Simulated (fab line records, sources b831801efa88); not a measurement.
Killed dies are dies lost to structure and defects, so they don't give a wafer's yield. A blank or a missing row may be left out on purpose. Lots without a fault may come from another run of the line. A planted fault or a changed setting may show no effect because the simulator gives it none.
Chamber matching | flow sfq_line | SFQ_TRILAYER_I5_ETCH_VIA_ETCH_147 on rie_diel-01: 4 sister chambers
The step etches the open film in CHF3, stops on Nb, target depth 360 nm. 14 wafers are shown with their chamber, then 7 later ones without.

WAFERS WITH THEIR CHAMBER
wafer  | chamber | drypump_motor_current_A (A) | oes_product_au (a.u.)
L840.1 | 3       | 5.3                         | 0.989
L840.5 | 3       | 5.3                         | 0.996
L840.6 | 0       | 5.4                         | 0.989
L841.2 | 1       | 6.0                         | 0.989
L841.3 | 0       | 5.4                         | 0.987
L841.4 | 2       | 6.2                         | 0.992
L844.1 | 0       | 5.4                         | 0.987
L844.4 | 3       | 5.3                         | 0.991
L844.6 | 2       | 6.2                         | 0.986
L846.1 | 1       | 5.9                         | 0.988
L846.5 | 1       | 5.9                         | 1.004
L846.6 | 0       | 5.4                         | 0.986
L848.1 | 2       | 6.1                         | 0.984
L848.4 | 3       | 5.3                         | 0.988

SIGNATURES (means of the wafers above)
reading                 | chamber 0 | chamber 1 | chamber 2 | chamber 3 | scatter within a chamber
drypump_motor_current_A | 5.400     | 5.933     | 6.167     | 5.300     | 0.0365
oes_product_au          | 0.98725   | 0.99367   | 0.98733   | 0.99100   | 0.00488
Rule: a wafer's distance from a chamber is the root of the sum, over the readings, of the square of ((its reading less the chamber's mean) divided by the reading's scatter). The wafer belongs to the nearest chamber; if the next one is less than 2 further off, it can't be placed. The scatter: the root of (the sum of the squares of (reading less its chamber's mean) over the shown wafers, divided by (wafers less chambers)).

WAFERS WITHOUT THEIR CHAMBER
wafer  | drypump_motor_current_A (A) | oes_product_au (a.u.)
L848.6 | 6.1                         | 0.997
L849.2 | 5.3                         | 0.982
L849.5 | 6.0                         | 0.998
L849.6 | 5.4                         | 0.995
L853.4 | 5.9                         | 0.995
L853.5 | 6.1                         | 0.994
L853.6 | 5.3                         | 0.985

WHICH CHAMBER EACH WENT THROUGH
wafer  | from the rows above     | in truth
L848.6 | can't be placed: 2 or 1 | 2
L849.2 | can't be placed: 3 or 0 | 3
L849.5 | 1                       | 1
L849.6 | can't be placed: 0 or 3 | 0
L853.4 | 1                       | 1
L853.5 | 2                       | 2
L853.6 | can't be placed: 3 or 0 | 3
Placed correctly: 3 of 7. Can't be placed from these rows: 4 (the true chamber is among the candidates in 4). Placed wrongly: 0.
